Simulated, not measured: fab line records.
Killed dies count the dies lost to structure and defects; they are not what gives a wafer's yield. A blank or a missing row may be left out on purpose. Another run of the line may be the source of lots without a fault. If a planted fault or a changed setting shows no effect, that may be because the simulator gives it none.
fab line records	flow gf180mcu
record: lots: 24	wafers: 72	last_day: 35
route steps=602 shown CONTACT@303 V1@360 V2@387 M3@410 V3@444 V5@555
lots with no fault: from the same line, run without faults
start_h: the number of hours between the record's first day and the start of the first shown wafer of the lot	wait_h: hours elapsed since this lot's preceding step	" the same as in the row above	L1.1+2: several wafers, shown together as one row	- no value, or no start given	* or withheld: withheld	< > ~ a bound
route shown NAME@n: names a module that has steps shown in the file, with the first one's number in the route	usual: average and standard deviation across the fault-free wafers	same: alike in all rows	chamber/n: place in a boat	sites: the reading at each site	_std_site: how widely they spread, as a standard deviation	_edge_site: inner sites' mean taken away from outer sites' mean	radius_mm: for every site, how far away it sits from the centre of the wafer	mask NAME#n: copy n	behind: tool/chamber where the wafer was last shaped	hold: the reason the lot was held/the length of the hold in hours/how it ended	device: names the non-switching transistor (n, p or np)	end of line: the tests these same wafers got at the end of their route	for a step that has no rows: nothing shown but its recipe	killed: at the first sort, the dies lost to defects and structure; wafer yield is something else	map: per-die view of a wafer (x killed, . not killed, _ where there is no die)
set.NAME: the run value of the setting; set.NAME@STEP: its run value at that earlier step	model.NAME: the simulator's own value behind a step, which no gauge read
route steps across a sampled set of lots; one table per step, one row per wafer
services: a tool's chamber out of use, with start hour (start_h, from the record's first day; less than 0 if before it), hours out, and reason
== steps ==
step: GF_CONTACT_ETCH_16
recipe: chemistry: N2/H2	target_depth_a: withheld	overetch_a: withheld	time_s: withheld	target: BARC	ion_energy_ev: 200	source_w: 500	bias_w: 100	pressure_mtorr: 30	n2_flow_sccm: 100	h2_flow_sccm: 200
usual: drypump_motor_current_A: 6.0/0.44	oes_product_au: 0.856/0.0045	throttle_valve_pct: 13.226/0.0093
lot.wafer	tool	chamber	start_h	wait_h	drypump_motor_current_A	oes_product_au	throttle_valve_pct
L074.3	rie_diel-04	3	379.47	0.0	6.3	0.851	13.220
L074.4	"	0	"	"	5.4	0.867	13.220
L074.6	"	3	"	"	6.3	0.864	13.246
L075.2	rie_diel-03	0	391.04	0.0	6.7	0.858	13.231
L075.3	"	1	"	"	5.7	0.855	13.231
L075.5	"	0	"	"	6.6	0.854	13.218
L076.2	rie_diel-02	2	391.67	0.0	6.2	0.850	13.228
L076.4	"	3	"	"	6.1	0.853	13.219
L076.5	"	0	"	"	5.9	0.860	13.242
L077.2	rie_diel-03	1	402.26	0.0	5.7	0.861	13.227
L077.4	"	2	"	"	6.5	0.859	13.209
L077.5	"	3	"	"	6.6	0.858	13.231
L078.1	rie_diel-04	1	418.34	0.0	5.3	0.855	13.231
L078.5	"	3	"	"	6.3	0.861	13.226
L078.6	"	1	"	"	5.2	0.861	13.232
L079.2	rie_diel-03	2	427.64	0.0	6.5	0.859	13.233
L079.3	"	1	"	"	5.7	0.858	13.224
L079.5	"	2	"	"	6.5	0.857	13.225
L080.2	rie_diel-03	2	433.37	0.0	6.5	0.861	13.224
L080.3	"	0	"	"	6.6	0.856	13.244
L080.4	"	3	"	"	6.6	0.856	13.216
L082.1	rie_diel-02	0	447.62	0.0	5.9	0.849	13.220
L082.5	"	3	"	"	6.2	0.860	13.233
L082.6	"	2	"	"	6.2	0.855	13.220
L081.1	rie_diel-03	3	448.79	0.0	6.6	0.859	13.231
L081.2	"	0	"	"	6.6	0.856	13.233
L081.6	"	1	"	"	5.7	0.852	13.220
L083.1	rie_diel-04	1	457.14	0.0	5.2	0.860	13.233
L083.4	"	2	"	"	6.1	0.853	13.227
L083.6	"	1	"	"	5.2	0.848	13.232
L084.1	rie_diel-02	3	463.27	0.0	6.2	0.845	13.214
L084.3	"	1	"	"	5.7	0.842	13.219
L084.6	"	1	"	"	5.7	0.855	13.226
L085.1	rie_diel-03	3	470.84	0.0	6.6	0.855	13.231
L085.2	"	0	"	"	6.6	0.853	13.240
L085.4	"	1	"	"	5.7	0.861	13.230
L086.2	rie_diel-02	0	479.29	0.0	5.9	0.858	13.229
L086.4	"	2	"	"	6.2	0.861	13.234
L086.5	"	3	"	"	6.2	0.858	13.212
L087.2	rie_diel-04	2	488.22	0.0	6.1	0.864	13.205
L087.3	"	3	"	"	6.3	0.856	13.217
L087.4	"	1	"	"	5.2	0.862	13.213
L088.2	rie_diel-02	3	503.52	0.0	6.2	0.853	13.219
L088.4	"	1	"	"	5.7	0.862	13.240
L088.6	"	3	"	"	6.2	0.854	13.243
L089.1	rie_diel-02	1	515.42	0.0	5.7	0.860	13.235
L089.4	"	1	"	"	5.7	0.858	13.226
L089.6	"	3	"	"	6.2	0.849	13.220
L090.1	rie_diel-04	0	518.36	0.0	5.4	0.850	13.234
L090.4	"	3	"	"	6.3	0.852	13.225
L090.6	"	3	"	"	6.3	0.854	13.237
L091.1	rie_diel-02	1	526.72	0.0	5.7	0.858	13.209
L091.4	"	0	"	"	5.9	0.861	13.220
L091.5	"	1	"	"	5.7	0.852	13.217
L092.3	rie_diel-04	0	531.92	0.0	5.4	0.856	13.217
L092.4	"	3	"	"	6.3	0.855	13.240
L092.5	"	1	"	"	5.2	0.858	13.233
L093.2	rie_diel-04	0	542.99	0.0	5.4	0.856	13.235
L093.4	"	1	"	"	5.2	0.854	13.234
L093.5	"	1	"	"	5.2	0.856	13.225
L094.1	rie_diel-03	0	548.36	0.0	6.6	0.859	13.229
L094.2	"	1	"	"	5.7	0.857	13.228
L094.3	"	2	"	"	6.5	0.857	13.234
L095.2	rie_diel-04	2	561.27	0.0	6.1	0.851	13.235
L095.4	"	3	"	"	6.3	0.855	13.228
L095.6	"	0	"	"	5.4	0.856	13.227
L096.1	rie_diel-02	2	564.82	0.0	6.2	0.854	13.229
L096.4	"	0	"	"	5.9	0.857	13.226
L096.6	"	1	"	"	5.7	0.849	13.219
L097.4	rie_diel-02	3	573.09	0.0	6.1	0.856	13.218
L097.5	"	3	"	"	6.2	0.852	13.230
L097.6	"	2	"	"	6.2	0.857	13.212
step: GF_V1_THK_MEAS_25
recipe: thk_meas_gauge: xrf	reads: W_of_V1_CVD_23
usual: V1_W_THK: 365/6.4
lot.wafer	tool	chamber	start_h	wait_h	V1_W_THK[nm]
L074.3	film_metro-01	-	431.20	0.1	366
L074.4	"	-	"	"	369
L074.6	"	-	"	"	369
L075.2	film_metro-03	-	443.30	0.1	374
L075.3	"	-	"	"	371
L075.5	"	-	"	"	375
L076.2	film_metro-02	-	444.09	0.1	363
L076.4	"	-	"	"	369
L076.5	"	-	"	"	363
L077.2	film_metro-02	-	455.26	0.1	370
L077.4	"	-	"	"	367
L077.5	"	-	"	"	375
L078.1	film_metro-03	-	472.31	0.1	355
L078.5	"	-	"	"	366
L078.6	"	-	"	"	361
L079.2	film_metro-01	-	481.18	0.1	381
L079.3	"	-	"	"	379
L079.5	"	-	"	"	373
L080.2	film_metro-01	-	486.75	0.1	362
L080.3	"	-	"	"	374
L080.4	"	-	"	"	366
L082.1	film_metro-01	-	501.08	0.1	360
L082.5	"	-	"	"	359
L082.6	"	-	"	"	358
L081.1	film_metro-03	-	502.51	0.1	366
L081.2	"	-	"	"	358
L081.6	"	-	"	"	359
L083.1	film_metro-03	-	510.29	0.1	359
L083.4	"	-	"	"	355
L083.6	"	-	"	"	364
L084.1	film_metro-03	-	515.16	0.1	360
L084.3	"	-	"	"	358
L084.6	"	-	"	"	356
L085.1	film_metro-03	-	522.65	0.1	367
L085.2	"	-	"	"	362
L085.4	"	-	"	"	369
L086.2	film_metro-02	-	530.60	0.1	365
L086.4	"	-	"	"	371
L086.5	"	-	"	"	366
L087.2	film_metro-03	-	539.61	0.1	358
L087.3	"	-	"	"	362
L087.4	"	-	"	"	357
L088.2	film_metro-02	-	553.41	0.1	371
L088.4	"	-	"	"	368
L088.6	"	-	"	"	375
L089.1	film_metro-02	-	565.16	0.1	372
L089.4	"	-	"	"	371
L089.6	"	-	"	"	373
L090.1	film_metro-02	-	567.42	0.1	375
L090.4	"	-	"	"	368
L090.6	"	-	"	"	372
L091.1	film_metro-03	-	575.99	0.1	365
L091.4	"	-	"	"	365
L091.5	"	-	"	"	365
L092.3	film_metro-03	-	581.49	0.1	363
L092.4	"	-	"	"	359
L092.5	"	-	"	"	354
L093.2	film_metro-01	-	590.77	0.1	368
L093.4	"	-	"	"	374
L093.5	"	-	"	"	367
L094.1	film_metro-03	-	597.33	0.1	358
L094.2	"	-	"	"	366
L094.3	"	-	"	"	358
L095.2	film_metro-02	-	608.76	0.1	359
L095.4	"	-	"	"	362
L095.6	"	-	"	"	364
L096.1	film_metro-02	-	612.89	0.1	358
L096.4	"	-	"	"	363
L096.6	"	-	"	"	365
L097.4	film_metro-03	-	620.07	0.1	360
L097.5	"	-	"	"	354
L097.6	"	-	"	"	355
step: GF_V2_BOW_MEAS_05
recipe: mode: bow
usual: V2_BOW: 100/7.7
lot.wafer	tool	chamber	start_h	wait_h	V2_BOW[um]
L074.3	film_metro-02	-	457.25	0.1	93
L074.4	"	-	"	"	89
L074.6	"	-	"	"	98
L075.2	film_metro-02	-	470.03	0.1	110
L075.3	"	-	"	"	105
L075.5	"	-	"	"	100
L076.2	film_metro-04	-	471.20	0.2	90
L076.4	"	-	"	"	97
L076.5	"	-	"	"	90
L077.2	film_metro-02	-	482.19	0.3	104
L077.4	"	-	"	"	100
L077.5	"	-	"	"	96
L078.1	film_metro-02	-	498.81	0.1	98
L078.5	"	-	"	"	97
L078.6	"	-	"	"	102
L079.2	film_metro-04	-	506.91	0.2	91
L079.3	"	-	"	"	98
L079.5	"	-	"	"	104
L080.2	film_metro-04	-	513.15	0.3	106
L080.3	"	-	"	"	95
L080.4	"	-	"	"	105
L082.1	film_metro-01	-	526.54	0.2	102
L082.5	"	-	"	"	95
L082.6	"	-	"	"	96
L081.1	film_metro-02	-	527.90	0.1	96
L081.2	"	-	"	"	90
L081.6	"	-	"	"	100
L083.1	film_metro-04	-	535.25	0.1	101
L083.4	"	-	"	"	85
L083.6	"	-	"	"	87
L084.1	film_metro-02	-	540.16	0.1	104
L084.3	"	-	"	"	102
L084.6	"	-	"	"	97
L085.1	film_metro-02	-	547.69	0.2	119
L085.2	"	-	"	"	108
L085.4	"	-	"	"	109
L086.2	film_metro-02	-	556.17	0.2	101
L086.4	"	-	"	"	103
L086.5	"	-	"	"	101
L087.2	film_metro-01	-	563.78	0.3	105
L087.3	"	-	"	"	104
L087.4	"	-	"	"	93
L088.2	film_metro-02	-	577.49	0.2	108
L088.4	"	-	"	"	93
L088.6	"	-	"	"	97
L089.1	film_metro-01	-	589.30	0.2	89
L089.4	"	-	"	"	98
L089.6	"	-	"	"	99
L090.1	film_metro-04	-	591.32	0.1	102
L090.4	"	-	"	"	87
L090.6	"	-	"	"	106
L091.1	film_metro-04	-	600.07	0.1	98
L091.4	"	-	"	"	86
L091.5	"	-	"	"	106
L092.3	film_metro-02	-	605.31	0.3	97
L092.4	"	-	"	"	113
L092.5	"	-	"	"	93
L093.2	film_metro-01	-	614.46	0.2	106
L093.4	"	-	"	"	104
L093.5	"	-	"	"	99
L094.1	film_metro-01	-	620.76	0.1	87
L094.2	"	-	"	"	101
L094.3	"	-	"	"	111
L095.2	film_metro-04	-	631.76	0.1	86
L095.4	"	-	"	"	88
L095.6	"	-	"	"	90
L096.1	film_metro-02	-	636.15	0.2	100
L096.4	"	-	"	"	110
L096.6	"	-	"	"	108
L097.4	film_metro-02	-	642.16	0.2	114
L097.5	"	-	"	"	109
L097.6	"	-	"	"	114
step: GF_M3_SPUTTER_01
recipe: material: TiN	target_thk_nm: 30	power_w: 6500	time_s: 25	chamber_pressure_pa: 0.4
usual: cathode_dc_power_W: 6500.0/1.2	throttle_valve_pct: 29.9/1
lot.wafer	tool	chamber	start_h	wait_h	cathode_dc_power_W	throttle_valve_pct
L074.3	pvd_sputter-01	-	483.79	0.1	6499.2	31.4
L074.4	"	-	"	"	6499.3	30.4
L074.6	"	-	"	"	6500.4	30.6
L075.2	pvd_sputter-04	-	495.42	0.1	6499.1	29.4
L075.3	"	-	"	"	6499.7	30.3
L075.5	"	-	"	"	6499.3	30.7
L076.2	pvd_sputter-01	-	496.71	0.1	6499.1	31.6
L076.4	"	-	"	"	6497.8	30.3
L076.5	"	-	"	"	6500.3	31.2
L077.2	pvd_sputter-04	-	507.62	0.1	6501.3	30.2
L077.4	"	-	"	"	6500.0	28.3
L077.5	"	-	"	"	6500.7	28.5
L078.1	pvd_sputter-03	-	524.96	0.1	6499.9	28.8
L078.5	"	-	"	"	6499.8	29.1
L078.6	"	-	"	"	6501.6	28.2
L079.2	pvd_sputter-04	-	532.76	0.1	6499.9	30.6
L079.3	"	-	"	"	6501.5	29.9
L079.5	"	-	"	"	6499.7	29.5
L080.2	pvd_sputter-01	-	538.62	0.1	6500.0	30.5
L080.3	"	-	"	"	6500.4	30.7
L080.4	"	-	"	"	6498.9	30.3
L082.1	pvd_sputter-01	-	551.66	0.1	6499.8	30.6
L082.5	"	-	"	"	6500.8	31.6
L082.6	"	-	"	"	6500.4	30.5
L081.1	pvd_sputter-04	-	552.07	0.1	6499.6	29.5
L081.2	"	-	"	"	6498.9	28.1
L081.6	"	-	"	"	6497.3	30.5
L083.1	pvd_sputter-03	-	559.87	0.1	6499.9	29.0
L083.4	"	-	"	"	6499.0	29.3
L083.6	"	-	"	"	6501.3	29.0
L084.1	pvd_sputter-03	-	564.26	0.1	6500.6	28.5
L084.3	"	-	"	"	6500.2	28.6
L084.6	"	-	"	"	6502.7	28.8
L085.1	pvd_sputter-04	-	572.07	0.1	6497.4	29.3
L085.2	"	-	"	"	6499.4	28.2
L085.4	"	-	"	"	6502.1	30.7
L086.2	pvd_sputter-01	-	579.47	0.1	6500.4	30.4
L086.4	"	-	"	"	6501.7	31.4
L086.5	"	-	"	"	6502.5	31.3
L087.2	pvd_sputter-04	-	587.53	0.1	6500.0	30.8
L087.3	"	-	"	"	6500.9	30.1
L087.4	"	-	"	"	6499.7	28.3
L088.2	pvd_sputter-03	-	601.35	0.1	6499.9	28.8
L088.4	"	-	"	"	6501.3	29.4
L088.6	"	-	"	"	6501.6	29.3
L089.1	pvd_sputter-01	-	613.03	0.1	6500.1	31.6
L089.4	"	-	"	"	6499.6	31.5
L089.6	"	-	"	"	6498.1	31.4
L090.1	pvd_sputter-04	-	614.42	0.1	6499.3	30.5
L090.4	"	-	"	"	6501.5	30.1
L090.6	"	-	"	"	6499.5	31.0
L091.1	pvd_sputter-04	-	623.09	0.1	6498.7	29.2
L091.4	"	-	"	"	6502.0	30.7
L091.5	"	-	"	"	6499.2	30.2
L092.3	pvd_sputter-04	-	628.07	0.1	6499.8	28.4
L092.4	"	-	"	"	6500.2	30.3
L092.5	"	-	"	"	6500.1	30.0
L093.2	pvd_sputter-03	-	637.28	0.1	6501.4	28.4
L093.4	"	-	"	"	6500.7	28.7
L093.5	"	-	"	"	6499.5	29.4
L094.1	pvd_sputter-04	-	642.83	0.1	6499.5	29.2
L094.2	"	-	"	"	6501.1	30.1
L094.3	"	-	"	"	6499.7	30.6
L095.2	pvd_sputter-03	-	654.17	0.1	6497.2	28.9
L095.4	"	-	"	"	6499.9	29.3
L095.6	"	-	"	"	6498.8	29.5
L096.1	pvd_sputter-01	-	658.71	0.1	6499.1	30.5
L096.4	"	-	"	"	6500.7	30.7
L096.6	"	-	"	"	6498.4	30.6
L097.4	pvd_sputter-01	-	663.75	0.1	6496.2	30.4
L097.5	"	-	"	"	6500.0	31.5
L097.6	"	-	"	"	6501.7	31.5
step: GF_V3_OVL_MEAS_15
usual: V3_OVL: -2/6.9
lot.wafer	tool	chamber	start_h	wait_h	V3_OVL[nm]
L074.3	overlay-02	-	532.88	0.1	-11
L074.4	"	-	"	"	-5
L074.6	"	-	"	"	-4
L075.2	overlay-02	-	543.49	0.1	-3
L075.3	"	-	"	"	9
L075.5	"	-	"	"	10
L076.2	overlay-02	-	545.39	0.1	14
L076.4	"	-	"	"	11
L076.5	"	-	"	"	2
L077.2	overlay-02	-	555.39	0.1	-15
L077.4	"	-	"	"	-12
L077.5	"	-	"	"	1
L078.1	overlay-02	-	572.43	0.1	10
L078.5	"	-	"	"	14
L078.6	"	-	"	"	-2
L079.2	overlay-01	-	580.27	0.1	1
L079.3	"	-	"	"	-6
L079.5	"	-	"	"	-16
L080.2	overlay-02	-	584.79	0.1	2
L080.3	"	-	"	"	0
L080.4	"	-	"	"	2
L082.1	overlay-01	-	597.51	0.1	-2
L082.5	"	-	"	"	-2
L082.6	"	-	"	"	-2
L081.1	overlay-02	-	598.18	0.1	-1
L081.2	"	-	"	"	-9
L081.6	"	-	"	"	-7
L083.1	overlay-01	-	606.11	0.1	-1
L083.4	"	-	"	"	15
L083.6	"	-	"	"	0
L084.1	overlay-02	-	610.07	0.1	-5
L084.3	"	-	"	"	-2
L084.6	"	-	"	"	-10
L085.1	overlay-01	-	617.61	0.1	-5
L085.2	"	-	"	"	0
L085.4	"	-	"	"	-6
L086.2	overlay-02	-	623.77	0.1	-3
L086.4	"	-	"	"	1
L086.5	"	-	"	"	6
L087.2	overlay-02	-	631.22	0.1	7
L087.3	"	-	"	"	9
L087.4	"	-	"	"	6
L088.2	overlay-01	-	644.22	0.1	6
L088.4	"	-	"	"	0
L088.6	"	-	"	"	10
L089.1	overlay-02	-	655.82	0.1	2
L089.4	"	-	"	"	6
L089.6	"	-	"	"	4
L090.1	overlay-01	-	657.61	0.1	-10
L090.4	"	-	"	"	-3
L090.6	"	-	"	"	3
L091.1	overlay-02	-	665.61	0.1	1
L091.4	"	-	"	"	1
L091.5	"	-	"	"	-1
L092.3	overlay-02	-	670.59	0.1	8
L092.4	"	-	"	"	-7
L092.5	"	-	"	"	0
L093.2	overlay-01	-	679.02	0.1	-3
L093.4	"	-	"	"	-1
L093.5	"	-	"	"	-4
L094.1	overlay-01	-	684.26	0.1	-10
L094.2	"	-	"	"	-1
L094.3	"	-	"	"	-3
L095.2	overlay-01	-	695.72	0.1	-4
L095.4	"	-	"	"	0
L095.6	"	-	"	"	0
L096.1	overlay-01	-	698.36	0.1	-3
L096.4	"	-	"	"	-4
L096.6	"	-	"	"	1
L097.4	overlay-02	-	704.55	0.1	-14
L097.5	"	-	"	"	-6
L097.6	"	-	"	"	-17
step: GF_V5_OVL_MEAS_15
usual: V5_OVL: 1/5.1
lot.wafer	tool	chamber	start_h	wait_h	V5_OVL[nm]
L074.3	overlay-02	-	649.97	0.1	-4
L074.4	"	-	"	"	-2
L074.6	"	-	"	"	-6
L075.2	overlay-02	-	657.97	0.1	-3
L075.3	"	-	"	"	-2
L075.5	"	-	"	"	-3
L076.2	overlay-02	-	659.14	0.1	3
L076.4	"	-	"	"	-1
L076.5	"	-	"	"	7
L077.2	overlay-02	-	668.34	0.1	2
L077.4	"	-	"	"	0
L077.5	"	-	"	"	4
L078.1	overlay-01	-	682.06	0.1	9
L078.5	"	-	"	"	2
L078.6	"	-	"	"	10
L079.2	overlay-01	-	691.02	0.1	3
L079.3	"	-	"	"	16
L079.5	"	-	"	"	5
L080.2	overlay-02	-	694.64	0.1	6
L080.3	"	-	"	"	1
L080.4	"	-	"	"	8
L082.1	overlay-01	-	704.11	0.1	4
L082.5	"	-	"	"	11
L082.6	"	-	"	"	5
L081.1	overlay-01	-	705.55	0.1	-6
L081.2	"	-	"	"	-3
L081.6	"	-	"	"	0
L083.1	overlay-02	-	713.86	0.1	-1
L083.4	"	-	"	"	-3
L083.6	"	-	"	"	-2
L084.1	overlay-02	-	716.18	0.1	-4
L084.3	"	-	"	"	2
L084.6	"	-	"	"	11
L085.1	overlay-02	-	723.10	0.1	4
L085.2	"	-	"	"	2
L085.4	"	-	"	"	1
L086.2	overlay-01	-	728.30	0.1	3
L086.4	"	-	"	"	2
L086.5	"	-	"	"	3
L087.2	overlay-01	-	735.17	0.1	-6
L087.3	"	-	"	"	-4
L087.4	"	-	"	"	-1
L088.2	overlay-02	-	746.54	0.1	-3
L088.4	"	-	"	"	0
L088.6	"	-	"	"	-2
L089.1	overlay-02	-	757.33	0.1	9
L089.4	"	-	"	"	-3
L089.6	"	-	"	"	0
L090.1	overlay-01	-	757.40	0.1	2
L090.4	"	-	"	"	-3
L090.6	"	-	"	"	-2
L091.1	overlay-02	-	764.95	0.1	4
L091.4	"	-	"	"	-3
L091.5	"	-	"	"	7
L092.3	overlay-02	-	768.71	0.1	1
L092.4	"	-	"	"	2
L092.5	"	-	"	"	4
L093.2	overlay-01	-	775.39	0.1	-1
L093.4	"	-	"	"	-2
L093.5	"	-	"	"	-1
L094.1	overlay-02	-	779.98	0.1	7
L094.2	"	-	"	"	3
L094.3	"	-	"	"	3
L095.2	overlay-01	-	790.18	0.1	-2
L095.4	"	-	"	"	-7
L095.6	"	-	"	"	-2
L096.1	overlay-02	-	792.55	0.1	-2
L096.4	"	-	"	"	-9
L096.6	"	-	"	"	-3
L097.4	overlay-01	-	796.92	0.1	4
L097.5	"	-	"	"	-1
L097.6	"	-	"	"	-5
== services ==
tool	chamber	start_h	hours	kind
rie_diel-02	2	356.39	12.4	repair
rie_diel-04	3	389.80	4.1	repair
rie_diel-04	0	397.95	11.0	repair
rie_diel-03	0	401.58	2.6	repair
rie_diel-02	1	425.52	9.6	repair
pvd_sputter-01	-	426.35	3.0	repair
rie_diel-02	-	456.86	1.0	repair
rie_diel-03	-	462.11	0.2	repair
rie_diel-03	0	462.51	4.7	repair
rie_diel-04	3	462.67	2.7	repair
rie_diel-04	-	478.93	0.7	repair
rie_diel-04	0	498.04	7.5	repair
rie_diel-04	3	498.85	1.7	repair
rie_diel-02	0	502.16	17.2	repair
rie_diel-02	2	505.32	15.7	repair
pvd_sputter-01	-	508.74	2.5	repair
rie_diel-02	2	537.65	1.4	repair
pvd_sputter-04	-	543.83	2.0	repair
rie_diel-04	1	554.99	9.7	repair
rie_diel-02	0	587.83	10.0	repair
rie_diel-04	1	595.56	6.0	repair
rie_diel-04	2	600.56	5.9	repair
rie_diel-04	2	619.00	15.2	repair
rie_diel-02	-	644.81	15.6	pm
== key ==
fault none
